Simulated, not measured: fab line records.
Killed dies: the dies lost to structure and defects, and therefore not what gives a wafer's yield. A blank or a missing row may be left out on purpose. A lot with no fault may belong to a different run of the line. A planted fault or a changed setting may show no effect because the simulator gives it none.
Which tool is to blame? ; flow gf180mcu ; 21 wafers sampled from 7 lots at 1 step of a route of 602

WHAT THE GAUGES SHOWED, per wafer
GF_HV_LDD_OVL_MEAS_32.
lot;measured;on;HV_LDD_02_OVL (nm)
L241;day 11 18:49;overlay-02;-0.6 -0.4 -2.7
L246;day 13 11:56;overlay-01;0.5 0.3 -0.5
L253;day 15 16:58;overlay-02;-0.6 -0.7 -1.2
L256;day 16 16:58;overlay-01;-1.1 0.0 0.2
L258;day 17 13:31;overlay-01;-3.4 -3.3 -0.7
L261;day 18 14:01;overlay-01;1.2 2.8 1.9
L263;day 19 06:00;overlay-02;-0.4 -0.5 -1.6

EACH LOT AND THE TOOL THAT RAN IT (in order: tool; ch and the chambers of the sampled wafers; start)
Before these readings, the record contains no process step.

THE ANSWER, worked out from the rows above alone
Rule: the lots themselves supply what counts as usual. Put in order of their means at a reading, lots are off if they are a third of the lots or fewer, leave a main group of 4 or more, and stand apart from it by a gap of 3 or more times the standard deviation of the main group's means; of several such gaps the widest counts. Not used: any main group whose means are identical at the precision the tables above print for the reading. Also off: a lot with no number at a reading for which 4 or more lots have one. Where the step has rows for the other lots, those lots are counted as sound.
Across all readings shown, no lot is off: no conclusion can be drawn from this.

WHAT HAD BEEN PUT IN BY THE SIMULATOR
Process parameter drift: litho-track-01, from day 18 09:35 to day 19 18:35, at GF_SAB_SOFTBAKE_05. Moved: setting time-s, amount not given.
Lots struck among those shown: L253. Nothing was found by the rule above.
